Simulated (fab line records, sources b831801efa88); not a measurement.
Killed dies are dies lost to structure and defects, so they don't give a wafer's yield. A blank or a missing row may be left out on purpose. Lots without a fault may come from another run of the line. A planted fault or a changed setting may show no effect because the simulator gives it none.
Which tool did it? | flow sky130 | 12 lots, 33 wafers sampled, at 5 steps of a route of 708

WHAT THE GAUGES READ, wafer by wafer
SKY_LI_CONTACT_CD_MEAS_12: target cd 170 nm. Usual: cd_nm 170.0 nm, standard deviation 1.3.
lot  | measured     | on        | cd_nm (nm)        | flag
L584 | day 30 12:22 | cd_sem-02 | 167.5 169.2 169.0 |
L588 | day 32 11:43 | cd_sem-02 | 170.8 170.0       |
L591 | day 32 13:52 | cd_sem-01 | 170.5 168.1       |
L590 | day 32 14:26 | cd_sem-02 | 172.8 173.3 174.2 |
L592 | day 33 01:41 | cd_sem-02 | 168.1 168.0       |
L595 | day 34 02:36 | cd_sem-01 | 169.6 170.6 169.2 |
L597 | day 34 13:17 | cd_sem-02 | 170.6 169.8 169.0 |
L598 | day 34 23:19 | cd_sem-02 | 168.8 167.8 167.7 |
L599 | day 35 13:22 | cd_sem-02 | 168.2 169.1 171.0 |
L602 | day 36 09:58 | cd_sem-02 | 168.4 168.0 168.8 |
L603 | day 36 13:54 | cd_sem-02 | 170.6 171.4 170.0 |
L604 | day 36 15:49 | cd_sem-01 | 169.5 168.3 169.6 |

SKY_LI_CONTACT_OVL_MEAS_13. Usual: LI_CONTACT_OVL -1 nm, standard deviation 6.3.
lot  | measured     | on         | LI_CONTACT_OVL (nm) | flag
L584 | day 30 12:28 | overlay-01 | -2 -1 0             |
L588 | day 32 11:49 | overlay-02 | 10 -4               |
L591 | day 32 13:56 | overlay-01 | -2 0                |
L590 | day 32 14:32 | overlay-02 | -3 -3 -9            |
L592 | day 33 01:47 | overlay-02 | 5 3                 |
L595 | day 34 02:43 | overlay-02 | -3 -9 -7            |
L597 | day 34 13:23 | overlay-02 | -11 -11 -7          |
L598 | day 34 23:26 | overlay-01 | -13 -17 -12         |
L599 | day 35 13:29 | overlay-01 | -2 -8 -8            |
L602 | day 36 10:04 | overlay-01 | 6 6 8               |
L603 | day 36 14:01 | overlay-02 | 3 0 -6              |
L604 | day 36 15:56 | overlay-01 | -1 -1 0             |

SKY_LOCAL_INTERCONNECT_OVL_MEAS_12. Usual: LOCAL_INTERCONNECT_OVL 2 nm, standard deviation 5.5.
lot  | measured     | on         | LOCAL_INTERCONNECT_OVL (nm) | flag
L584 | day 31 18:29 | overlay-01 | -3 2 4                      |
L588 | day 33 16:05 | overlay-02 | -4 -5                       |
L591 | day 33 17:51 | overlay-02 | -4 -5                       |
L590 | day 33 19:24 | overlay-01 | -3 -4 -3                    |
L592 | day 34 06:32 | overlay-02 | -3 4                        |
L595 | day 35 06:35 | overlay-02 | 0 0 0                       |
L597 | day 35 18:18 | overlay-02 | -1 -1 0                     |
L598 | day 36 04:29 | overlay-02 | 5 -1 11                     |
L599 | day 36 17:53 | overlay-02 | -2 2 2                      |
L602 | day 37 13:35 | overlay-02 | -1 -2 0                     |
L603 | day 37 17:29 | overlay-02 | 3 3 1                       |
L604 | day 37 19:41 | overlay-01 | 1 -1 3                      |

WHICH TOOL RAN EACH LOT (tool, then ch and the chambers of the sampled wafers, then the start)
lot  | SKY_LI_CONTACT_ETCH_14             | SKY_LI_CONTACT_STRIP_16
L584 | rie_diel-04 ch 0,1,2, day 30 12:30 | plasma_asher-02 ch 0, day 30 12:38
L588 | rie_diel-02 ch 0,2, day 32 11:51   | plasma_asher-02 ch 1, day 32 11:59
L591 | rie_diel-02 ch 1,3, day 32 13:57   | plasma_asher-04 ch 0,1, day 32 14:07
L590 | rie_diel-03 ch 0,2, day 32 14:34   | plasma_asher-01 ch 0,1, day 32 14:43
L592 | rie_diel-02 ch 0,3, day 33 01:49   | plasma_asher-01 ch 0, day 33 01:57
L595 | rie_diel-03 ch 2,3, day 34 02:45   | plasma_asher-02 ch 0,1, day 34 02:53
L597 | rie_diel-04 ch 0,3, day 34 13:24   | plasma_asher-01 ch 0,1, day 34 13:34
L598 | rie_diel-04 ch 0,2,3, day 34 23:28 | plasma_asher-04 ch 0,1, day 34 23:35
L599 | rie_diel-02 ch 0,2,3, day 35 13:32 | plasma_asher-04 ch 0,1, day 35 13:40
L602 | rie_diel-02 ch 1,2,3, day 36 10:06 | plasma_asher-01 ch 0,1, day 36 10:14
L603 | rie_diel-02 ch 1,2,3, day 36 14:03 | plasma_asher-01 ch 0,1, day 36 14:11
L604 | rie_diel-02 ch 0,1,3, day 36 15:58 | plasma_asher-02 ch 0,1, day 36 16:05
- SKY_LI_CONTACT_ETCH_14: etches BARC in N2/H2, stops on SiO2, time 45.9 s, target depth 60 nm.
- SKY_LI_CONTACT_STRIP_16: strips in O2/N2.

WHAT THE TOOLS THEMSELVES READ (means of the sampled wafers that have a number; where no wafer has one, the mark that the record gives instead)
SKY_LI_CONTACT_ETCH_14. Usual: chamber_pressure_mTorr 30.002 mTorr, standard deviation 0.03; drypump_motor_current_A 5.8 A, standard deviation 0.43; oes_product_au 0.854 a.u., standard deviation 0.0047; run_length_s 74.2 s, standard deviation 0.43; throttle_valve_pct 13.225 %, standard deviation 0.0089.
lot  | tool        | chamber_pressure_mTorr (mTorr) | drypump_motor_current_A (A) | oes_product_au (a.u.) | run_length_s (s) | throttle_valve_pct (%) | flag
L584 | rie_diel-04 | 29.999                         | 6.0                         | 0.852                 | 73.9             | 13.222                 |
L588 | rie_diel-02 | 30.032                         | 5.6                         | 0.922                 | 63.5             | 13.238                 | OFF
L591 | rie_diel-02 | 30.023                         | 5.8                         | 0.922                 | 64.1             | 13.232                 | OFF
L590 | rie_diel-03 | 30.004                         | 6.2                         | 0.850                 | 73.9             | 13.234                 |
L592 | rie_diel-02 | 29.983                         | 5.8                         | 0.927                 | 63.8             | 13.241                 | OFF
L595 | rie_diel-03 | 29.989                         | 5.9                         | 0.852                 | 74.4             | 13.221                 |
L597 | rie_diel-04 | 30.035                         | 6.0                         | 0.851                 | 74.2             | 13.222                 |
L598 | rie_diel-04 | 30.002                         | 5.8                         | 0.858                 | 73.9             | 13.227                 |
L599 | rie_diel-02 | 29.972                         | 5.8                         | 0.857                 | 74.1             | 13.223                 |
L602 | rie_diel-02 | 29.967                         | 5.7                         | 0.856                 | 74.0             | 13.219                 |
L603 | rie_diel-02 | 30.009                         | 5.7                         | 0.853                 | 74.1             | 13.223                 |
L604 | rie_diel-02 | 29.979                         | 5.6                         | 0.852                 | 74.4             | 13.226                 |

SKY_LI_CONTACT_STRIP_16. Usual: chamber_pressure_mTorr 1500.1 mTorr, standard deviation 1.3; drypump_motor_current_A 5.5 A, standard deviation 0.44; oes_product_au 0.376 a.u., standard deviation 0.0044; strip_time_to_endpoint_s 3.50 s, standard deviation 0.033.
lot  | tool            | chamber_pressure_mTorr (mTorr) | drypump_motor_current_A (A) | oes_product_au (a.u.) | strip_time_to_endpoint_s (s) | flag
L584 | plasma_asher-02 | 1498.8                         | 5.1                         | 0.372                 | 3.46                         |
L588 | plasma_asher-02 | 1501.6                         | 5.7                         | 0.377                 | 3.63                         | OFF
L591 | plasma_asher-04 | 1501.0                         | 5.5                         | 0.382                 | 3.59                         |
L590 | plasma_asher-01 | 1499.7                         | 5.7                         | 0.374                 | 3.51                         |
L592 | plasma_asher-01 | 1501.2                         | 6.1                         | 0.389                 | 3.62                         | OFF
L595 | plasma_asher-02 | 1498.7                         | 5.5                         | 0.379                 | 3.52                         |
L597 | plasma_asher-01 | 1501.0                         | 5.4                         | 0.375                 | 3.47                         |
L598 | plasma_asher-04 | 1500.2                         | 5.3                         | 0.374                 | 3.48                         |
L599 | plasma_asher-04 | 1499.8                         | 5.4                         | 0.374                 | 3.49                         |
L602 | plasma_asher-01 | 1499.3                         | 5.7                         | 0.376                 | 3.49                         |
L603 | plasma_asher-01 | 1499.3                         | 5.4                         | 0.377                 | 3.49                         |
L604 | plasma_asher-02 | 1500.5                         | 5.5                         | 0.376                 | 3.49                         |

THE ANSWER, worked out from the rows above alone
Rule: a lot is off if the mean of its wafers that have a number lies more than 3 standard deviations from the usual mean. A lot without any number at a reading at which 4 lots or more have one is off too. The other lots that the step has rows for count as sound. The gauges are gone through in route order, then the tools' own readings, and for those a lot's mean is taken as printed above. The first step at which some lot is off is used, and at that step the reading that is off furthest; a lot without a number counts as furthest.
Off: L588, L591, L592, at SKY_LI_CONTACT_ETCH_14 (run_length_s).
A tool fits if, at that step or a process step before it, it ran every lot that is off, and no sound lot after the first of them. None of those tried fits.

WHAT THE SIMULATOR HAD PUT IN
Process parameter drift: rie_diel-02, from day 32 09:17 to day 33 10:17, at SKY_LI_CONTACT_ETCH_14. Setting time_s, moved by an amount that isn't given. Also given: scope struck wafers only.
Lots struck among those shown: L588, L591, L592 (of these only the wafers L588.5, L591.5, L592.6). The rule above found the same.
